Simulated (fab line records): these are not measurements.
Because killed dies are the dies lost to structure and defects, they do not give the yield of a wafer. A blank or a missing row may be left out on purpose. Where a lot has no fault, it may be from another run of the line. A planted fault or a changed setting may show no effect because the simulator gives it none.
Which of the tools did it?    flow gf180mcu    33 wafers from 11 lots sampled at 3 of the route's 602 steps

## WHAT THE GAUGES READ, wafer by wafer
GF_M3_THK_MEAS_06: measures by xrf.
lot   measured      on             M3_ALCU_THK (nm)
L380  day 21 04:43  film-metro-02  457 458 455
L383  day 21 19:55  film-metro-02  445 446 446
L384  day 22 07:50  film-metro-04  453 457 468
L386  day 23 03:32  film-metro-02  445 446 447
L387  day 23 04:25  film-metro-02  447 445 445
L390  day 24 10:21  film-metro-02  457 452 448
L391  day 24 17:56  film-metro-04  455 456 457
L392  day 24 23:56  film-metro-02  448 451 447
L399  day 27 02:05  film-metro-04  463 464 466
L400  day 27 08:16  film-metro-02  446 462 457
L401  day 27 16:31  film-metro-04  450 458 454

## WHICH TOOL RAN EACH LOT (tool, then ch and the chambers of the sampled wafers, then the start)
lot   GF_V2_CMP_26                   GF_M3_SPUTTER_01
L380  cmp-02 ch 0,1,2, day 21 04:07  pvd-sputter-04, day 21 04:28
L383  cmp-01 ch 0,3, day 21 19:16    pvd-sputter-04, day 21 19:40
L384  cmp-01 ch 1,2, day 22 07:10    pvd-sputter-02, day 22 07:34
L386  cmp-02 ch 0,1,3, day 23 02:53  pvd-sputter-01, day 23 03:17
L387  cmp-01 ch 0,1,3, day 23 03:45  pvd-sputter-04, day 23 04:09
L390  cmp-02 ch 0,2, day 24 09:45    pvd-sputter-02, day 24 10:06
L391  cmp-01 ch 0,1,3, day 24 17:26  pvd-sputter-01, day 24 17:41
L392  cmp-01 ch 1,3, day 24 23:21    pvd-sputter-01, day 24 23:42
L399  cmp-02 ch 1,3, day 27 01:27    pvd-sputter-01, day 27 01:51
L400  cmp-02 ch 1,2,3, day 27 07:42  pvd-sputter-02, day 27 08:00
L401  cmp-02 ch 1,2,3, day 27 15:55  pvd-sputter-01, day 27 16:16
- GF_V2_CMP_26: polishes, stops on SiO2, t overpolish 15 s, target thk 0 nm.
- GF_M3_SPUTTER_01: material TiN, target thk 30 nm, time 25 s.

## THE ANSWER, worked out from the rows above alone
Rule: usual is defined by the lots themselves. Put in order of their means at a reading, lots are off if they are a third of the lots or fewer, leave a main group of 4 or more, and stand apart from it by a gap of 3 or more times the standard deviation of the main group's means; of several such gaps the widest counts. If all means in a main group match to the digits the tables above print for the reading, that group is not used. Also off: a lot with no number at a reading for which 4 or more lots have one. Where the step has rows for the other lots, those lots are counted as sound.
None of the lots is off at any reading shown; this tells nothing.

## WHAT HAD BEEN PUT IN BY THE SIMULATOR
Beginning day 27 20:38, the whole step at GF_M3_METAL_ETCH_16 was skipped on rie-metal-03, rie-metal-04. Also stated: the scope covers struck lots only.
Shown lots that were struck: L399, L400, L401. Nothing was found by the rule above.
